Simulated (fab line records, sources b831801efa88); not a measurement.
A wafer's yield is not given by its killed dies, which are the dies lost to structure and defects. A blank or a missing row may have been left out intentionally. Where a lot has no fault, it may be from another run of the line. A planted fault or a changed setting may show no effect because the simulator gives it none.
Struck lot and sound lot, side by side -- flow sky130 -- 21 steps out of a route of 708
Sound: the wafers L467.1, L467.3, L467.6. Struck: wafers L470.2, L470.3, L470.5. At the end, the cause is stated.
Per side, at each step with rows, come the tool, then ch with its chambers, and then its first start. Under that, the readings that differ: sound wafers -- struck wafers -- difference of the means -- sigmas: that difference in standard deviations of wafers without a fault.
alike: words and numbers the same on both sides, and readings whose means are apart by under 2 such deviations; not compared: readings that were withheld, readings missing a value for some wafer, numbers with overlapping values and no deviation given by the record, and bounds like >300 which may hide the same value.
Wherever a step has rows on one side only, a row that says differs or no value, or a row with sigmas, the two part there. When numbers do not overlap yet have no deviation, they are printed without sigmas and do not part them. Lack of a reading on every wafer of one side parts them only where that side has two or more wafers.

SKY_POLY_GATE_THK_MEAS_21:
  struck on filmMetro-03, day 17 13:48; sound on filmMetro-01, day 16 17:45
  alike: POLY_GATE_OXIDATION_THK
SKY_POLY_GATE_CD_MEAS_22:
  struck on cdSem-01, day 17 13:58; sound on cdSem-02, day 16 17:49
  alike: cdNm
then, 7 steps without rows for these wafers: SKY_LDD_N_DEHYDRATE_00 (time 60 s); SKY_LDD_N_HMDS_01 (prime time 60 s); SKY_LDD_N_COAT_02 (resist thk 300 nm); SKY_LDD_N_SOFTBAKE_03 (time 60 s); SKY_LDD_N_EXPOSE_04 (exposes mask NTM, target cd 840 nm); SKY_LDD_N_PEB_05; SKY_LDD_N_DEVELOP_06 (develop time 60 s).
SKY_LDD_N_OVL_MEAS_07:
  struck on overlay-02, day 18 18:44; sound on overlay-01, day 17 23:23
  alike: LDD_N_OVL
then, 2 steps without rows for these wafers: SKY_LDD_N_IMPLANT_08; SKY_LDD_N_IMPLANT_09.
SKY_LDD_N_IMPLANT_10:
  sound on implanter-03 ch 0, day 17 23:43; struck on implanter-01 ch 0, day 18 19:06
reading,sound,struck,difference,sigmas
implantIonAmu,75 75 75,31 31 31,-44,
model.implant.rpNm (nm),15.61 15.61 15.61,27.2 27.2 27.2,+11.6,
model.implant.drpNm (nm),7.212 7.212 7.212,12.97 12.97 12.97,+5.76,
then, 5 steps without rows for these wafers: SKY_LDD_N_IMPLANT_11; SKY_LDD_N_IMPLANT_12; SKY_LDD_N_IMPLANT_13; SKY_LDD_N_IMPLANT_14; SKY_LDD_N_IMPLANT_15.
SKY_LDD_N_STRIP_16: strips in O2/N2.
  sound on plasmaAsher-04 ch 0,1, day 18 00:37; struck on plasmaAsher-04 ch 0,1, day 18 19:58
reading,sound,struck,difference,sigmas
stripTimeToEndpointS (s),4.307 4.313 4.322,4.223 4.221 4.219,-0.093,-6
  alike: drypumpMotorCurrentA, oesProductAu
  not compared: rfHoursCounterH
SKY_LDD_N_TW_MEAS_17:
  struck on filmMetro-02, day 18 20:05; sound on filmMetro-01, day 18 00:43
reading,sound,struck,difference,sigmas
LDD_N_TW,2602 2599 2604,2526 2524 2525,-77,-5
then, 1 step without rows for these wafers: SKY_PAD_OPEN_PROBE_99.

## WHERE THEY PART
Earliest at SKY_LDD_N_STRIP_16; latest, in this record, at SKY_LDD_N_TW_MEAS_17.

WHY: what had been put in by the simulator
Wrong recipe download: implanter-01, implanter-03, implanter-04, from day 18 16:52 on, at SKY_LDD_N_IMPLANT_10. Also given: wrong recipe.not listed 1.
